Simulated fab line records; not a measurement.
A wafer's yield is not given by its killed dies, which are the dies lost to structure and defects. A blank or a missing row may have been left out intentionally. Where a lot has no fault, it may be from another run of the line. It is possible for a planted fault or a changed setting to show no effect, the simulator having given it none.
Which of the tools did it? || flow sky130 || 6 lots with 17 wafers sampled at 3 steps, on a route of 708 steps

== WHAT EACH GAUGE READ, for each wafer ==
SKY_SD_N_RS_MEAS_18: the measuring method here is four-point-probe.
{"lot": "L725", "measured": "day 28 09:47", "on": "film-metro-01", "RES_XHIGH_RS (ohm/sq)": "334.0 333.1 332.9"}
{"lot": "L728", "measured": "day 29 12:54", "on": "film-metro-03", "RES_XHIGH_RS (ohm/sq)": "332.5 334.6 331.9"}
{"lot": "L735", "measured": "day 32 02:56", "on": "film-metro-03", "RES_XHIGH_RS (ohm/sq)": "333.4 333.7 333.7"}
{"lot": "L741", "measured": "day 33 17:25", "on": "film-metro-01", "RES_XHIGH_RS (ohm/sq)": "332.5 332.8"}
{"lot": "L744", "measured": "day 34 08:32", "on": "film-metro-03", "RES_XHIGH_RS (ohm/sq)": "333.9 334.5 334.4"}
{"lot": "L746", "measured": "day 35 00:18", "on": "film-metro-01", "RES_XHIGH_RS (ohm/sq)": "332.5 332.7 333.6"}

== WHAT TOOL EACH LOT RAN ON (gives the tool, then ch and the chambers of the sampled wafers, and finally the start) ==
{"lot": "L725", "SKY_LDD_HVN_STRIP_09": "plasma-asher-03 ch 0,1, day 20 20:08", "SKY_RES_XHIGH_EXPOSE_04": "iline-stepper-01 ch 0, day 26 13:20"}
{"lot": "L728", "SKY_LDD_HVN_STRIP_09": "plasma-asher-02 ch 0,1, day 22 02:43", "SKY_RES_XHIGH_EXPOSE_04": "iline-stepper-01 ch 0, day 27 16:49"}
{"lot": "L735", "SKY_LDD_HVN_STRIP_09": "plasma-asher-03 ch 0,1, day 24 20:37", "SKY_RES_XHIGH_EXPOSE_04": "iline-stepper-02 ch 0, day 30 08:30"}
{"lot": "L741", "SKY_LDD_HVN_STRIP_09": "plasma-asher-03 ch 1, day 26 14:50", "SKY_RES_XHIGH_EXPOSE_04": "iline-stepper-01 ch 0, day 32 00:58"}
{"lot": "L744", "SKY_LDD_HVN_STRIP_09": "plasma-asher-03 ch 0,1, day 27 09:46", "SKY_RES_XHIGH_EXPOSE_04": "iline-stepper-01 ch 0, day 32 15:56"}
{"lot": "L746", "SKY_LDD_HVN_STRIP_09": "plasma-asher-03 ch 0,1, day 28 01:33", "SKY_RES_XHIGH_EXPOSE_04": "iline-stepper-01 ch 0, day 33 07:27"}
- SKY_LDD_HVN_STRIP_09: strips in O2/N2.
- SKY_RES_XHIGH_EXPOSE_04: exposes mask URPM, target cd 1270 nm.

== THE ANSWER, worked out from the rows above alone ==
Rule: what is usual is taken from the lots themselves. Put in order of their means at a reading, lots are off if they are a third of the lots or fewer, leave a main group of 4 or more, and stand apart from it by a gap of 3 or more times the standard deviation of the main group's means; of several such gaps the widest counts. If all means in a main group match to the digits the tables above print for the reading, that group is not used. A lot without any number at a reading at which 4 lots or more have one is off too. All remaining lots with rows at the step are treated as sound.
No lot is off at any reading shown: from this, nothing can be told.

== WHAT THE SIMULATOR HAD INSERTED ==
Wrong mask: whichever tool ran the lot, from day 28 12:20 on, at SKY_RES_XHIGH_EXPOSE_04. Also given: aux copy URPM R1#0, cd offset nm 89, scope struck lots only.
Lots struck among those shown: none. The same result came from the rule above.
